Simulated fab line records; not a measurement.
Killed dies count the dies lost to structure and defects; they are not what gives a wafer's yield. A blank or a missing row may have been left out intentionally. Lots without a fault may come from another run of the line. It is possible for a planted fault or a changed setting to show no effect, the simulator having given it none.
Lot-split experiment || flow sfq line || 5 lots, 23 wafers read, on a route of 325 steps

THE SPLIT
At SFQ_TRILAYER_M0_LITHO_COAT_026 (resist thk 62 nm), the setting spin rpm was moved away from the recipe's 3000 rpm on 8 of the 23 wafers read, by -3.5% to +6.6%. The other wafers ran this setting at the recipe's value.

The reading is taken at the split's own step.

THE READING
BARC_of_TRILAYER_M0_LITHO_COAT_026.thk nm (the simulator's own value, which no gauge read), in nm, at SFQ_TRILAYER_M0_LITHO_COAT_026 (resist thk 62 nm). The file gives no usual value for it. Here, 15 wafers ran the recipe; their average is 62.00 nm with a standard deviation of 0.24 nm.

{"wafer": "L077.1", "tool, chamber at the split": "litho track-02, 0", "spin rpm as run, rpm": 2894, "against the recipe": "-3.5%", "BARC_of_TRILAYER_M0_LITHO_COAT_026.thk nm, nm": 62.9, "against lot-mates on the recipe": "+1.05"}
{"wafer": "L077.2", "tool, chamber at the split": "litho track-02, 0", "spin rpm as run, rpm": 3000, "against the recipe": "recipe", "BARC_of_TRILAYER_M0_LITHO_COAT_026.thk nm, nm": 61.86, "against lot-mates on the recipe": "-"}
{"wafer": "L077.3", "tool, chamber at the split": "litho track-02, 0", "spin rpm as run, rpm": 2894, "against the recipe": "-3.5%", "BARC_of_TRILAYER_M0_LITHO_COAT_026.thk nm, nm": 62.63, "against lot-mates on the recipe": "+0.78"}
{"wafer": "L077.4", "tool, chamber at the split": "litho track-02, 0", "spin rpm as run, rpm": 3000, "against the recipe": "recipe", "BARC_of_TRILAYER_M0_LITHO_COAT_026.thk nm, nm": 61.84, "against lot-mates on the recipe": "-"}
{"wafer": "L077.5", "tool, chamber at the split": "litho track-02, 0", "spin rpm as run, rpm": 2894, "against the recipe": "-3.5%", "BARC_of_TRILAYER_M0_LITHO_COAT_026.thk nm, nm": 63.1, "against lot-mates on the recipe": "+1.25"}
{"wafer": "L079.1", "tool, chamber at the split": "litho track-03, 0", "spin rpm as run, rpm": 3197, "against the recipe": "+6.6%", "BARC_of_TRILAYER_M0_LITHO_COAT_026.thk nm, nm": 60.17, "against lot-mates on the recipe": -1.73}
{"wafer": "L079.2", "tool, chamber at the split": "litho track-03, 0", "spin rpm as run, rpm": 3000, "against the recipe": "recipe", "BARC_of_TRILAYER_M0_LITHO_COAT_026.thk nm, nm": 61.98, "against lot-mates on the recipe": "-"}
{"wafer": "L079.3", "tool, chamber at the split": "litho track-03, 0", "spin rpm as run, rpm": 3197, "against the recipe": "+6.6%", "BARC_of_TRILAYER_M0_LITHO_COAT_026.thk nm, nm": 59.88, "against lot-mates on the recipe": -2.02}
{"wafer": "L079.5", "tool, chamber at the split": "litho track-03, 0", "spin rpm as run, rpm": 3197, "against the recipe": "+6.6%", "BARC_of_TRILAYER_M0_LITHO_COAT_026.thk nm, nm": 60.08, "against lot-mates on the recipe": -1.83}
{"wafer": "L079.6", "tool, chamber at the split": "litho track-03, 0", "spin rpm as run, rpm": 3000, "against the recipe": "recipe", "BARC_of_TRILAYER_M0_LITHO_COAT_026.thk nm, nm": 61.83, "against lot-mates on the recipe": "-"}
{"wafer": "L080.1", "tool, chamber at the split": "litho track-02, 0", "spin rpm as run, rpm": 3000, "against the recipe": "recipe", "BARC_of_TRILAYER_M0_LITHO_COAT_026.thk nm, nm": 61.62, "against lot-mates on the recipe": "-"}
{"wafer": "L080.2", "tool, chamber at the split": "litho track-02, 0", "spin rpm as run, rpm": 3000, "against the recipe": "recipe", "BARC_of_TRILAYER_M0_LITHO_COAT_026.thk nm, nm": 61.72, "against lot-mates on the recipe": "-"}
{"wafer": "L080.3", "tool, chamber at the split": "litho track-02, 0", "spin rpm as run, rpm": 3000, "against the recipe": "recipe", "BARC_of_TRILAYER_M0_LITHO_COAT_026.thk nm, nm": 61.81, "against lot-mates on the recipe": "-"}
{"wafer": "L080.4", "tool, chamber at the split": "litho track-02, 0", "spin rpm as run, rpm": 3184, "against the recipe": "+6.1%", "BARC_of_TRILAYER_M0_LITHO_COAT_026.thk nm, nm": 59.84, "against lot-mates on the recipe": -1.88}
{"wafer": "L080.6", "tool, chamber at the split": "litho track-02, 0", "spin rpm as run, rpm": 3184, "against the recipe": "+6.1%", "BARC_of_TRILAYER_M0_LITHO_COAT_026.thk nm, nm": 59.68, "against lot-mates on the recipe": -2.04}
{"wafer": "L081.2", "tool, chamber at the split": "litho track-03, 0", "spin rpm as run, rpm": 3000, "against the recipe": "recipe", "BARC_of_TRILAYER_M0_LITHO_COAT_026.thk nm, nm": 62.32, "against lot-mates on the recipe": "-"}
{"wafer": "L081.3", "tool, chamber at the split": "litho track-03, 0", "spin rpm as run, rpm": 3000, "against the recipe": "recipe", "BARC_of_TRILAYER_M0_LITHO_COAT_026.thk nm, nm": 62.23, "against lot-mates on the recipe": "-"}
{"wafer": "L081.4", "tool, chamber at the split": "litho track-03, 0", "spin rpm as run, rpm": 3000, "against the recipe": "recipe", "BARC_of_TRILAYER_M0_LITHO_COAT_026.thk nm, nm": 62.38, "against lot-mates on the recipe": "-"}
{"wafer": "L081.5", "tool, chamber at the split": "litho track-03, 0", "spin rpm as run, rpm": 3000, "against the recipe": "recipe", "BARC_of_TRILAYER_M0_LITHO_COAT_026.thk nm, nm": 62.33, "against lot-mates on the recipe": "-"}
{"wafer": "L081.6", "tool, chamber at the split": "litho track-03, 0", "spin rpm as run, rpm": 3000, "against the recipe": "recipe", "BARC_of_TRILAYER_M0_LITHO_COAT_026.thk nm, nm": 62.34, "against lot-mates on the recipe": "-"}
{"wafer": "L083.2", "tool, chamber at the split": "litho track-02, 0", "spin rpm as run, rpm": 3000, "against the recipe": "recipe", "BARC_of_TRILAYER_M0_LITHO_COAT_026.thk nm, nm": 61.92, "against lot-mates on the recipe": "-"}
{"wafer": "L083.4", "tool, chamber at the split": "litho track-02, 0", "spin rpm as run, rpm": 3000, "against the recipe": "recipe", "BARC_of_TRILAYER_M0_LITHO_COAT_026.thk nm, nm": 61.82, "against lot-mates on the recipe": "-"}
{"wafer": "L083.5", "tool, chamber at the split": "litho track-02, 0", "spin rpm as run, rpm": 3000, "against the recipe": "recipe", "BARC_of_TRILAYER_M0_LITHO_COAT_026.thk nm, nm": 61.96, "against lot-mates on the recipe": "-"}

FIT RESULTS
A straight line over all 23 wafers: BARC_of_TRILAYER_M0_LITHO_COAT_026.thk nm changes by -0.307 nm for each +1% of spin rpm; r = -0.97; the points scatter about the line by 0.26 nm.
The same after taking each lot's own level away (the mean of its wafers on the recipe; 23 wafers): -0.295 nm for each +1%; r = -0.99; scatter 0.12 nm.
Per that fit: largest spin rpm move, reading shift of 1.9 nm.
Across the lots, their own levels run from 61.717 to 62.320 nm, a range of 2.5 times the standard deviation given above.
The two slopes are in agreement: the lot-to-lot level therefore moves the slope only a little.
Check: -1.99 nm against its lot-mates is what the line predicts for one of the wafers moved furthest among these (+6.6%) when that wafer is left out of the fit. Against them it came out at -1.73 nm.

THESE WAFERS: OTHER SPLITS
Before the reading, these wafers also passed through other splits. Each is held against what the fit with the lots' levels taken away leaves over:
{"other split on the same wafers": "SFQ_TRILAYER_L0_LITHO_COAT_010 resist thk nm", "wafers away from the commonest value": 7, "r with BARC_of_TRILAYER_M0_LITHO_COAT_026.thk nm (lot level and that fit taken away)": "+0.50"}
{"other split on the same wafers": "SFQ_TRILAYER_L0_LITHO_COAT_005 spin rpm", "wafers away from the commonest value": 5, "r with BARC_of_TRILAYER_M0_LITHO_COAT_026.thk nm (lot level and that fit taken away)": "+0.18"}
{"other split on the same wafers": "SFQ_TRILAYER_L0_VIA_LITHO_COAT_018 resist thk nm", "wafers away from the commonest value": 10, "r with BARC_of_TRILAYER_M0_LITHO_COAT_026.thk nm (lot level and that fit taken away)": -0.17}
{"other split on the same wafers": "SFQ_TRILAYER_L0_VIA_LITHO_PEB_016 peb temp c", "wafers away from the commonest value": 4, "r with BARC_of_TRILAYER_M0_LITHO_COAT_026.thk nm (lot level and that fit taken away)": "+0.16"}
{"other split on the same wafers": "SFQ_TRILAYER_M0_DEP_SPUTTER_019 time s", "wafers away from the commonest value": 10, "r with BARC_of_TRILAYER_M0_LITHO_COAT_026.thk nm (lot level and that fit taken away)": "+0.15"}

FILE'S OWN FIT
BARC_of_TRILAYER_M0_LITHO_COAT_026.thk nm changes by -0.298 nm for each +1% of spin rpm, r = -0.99.
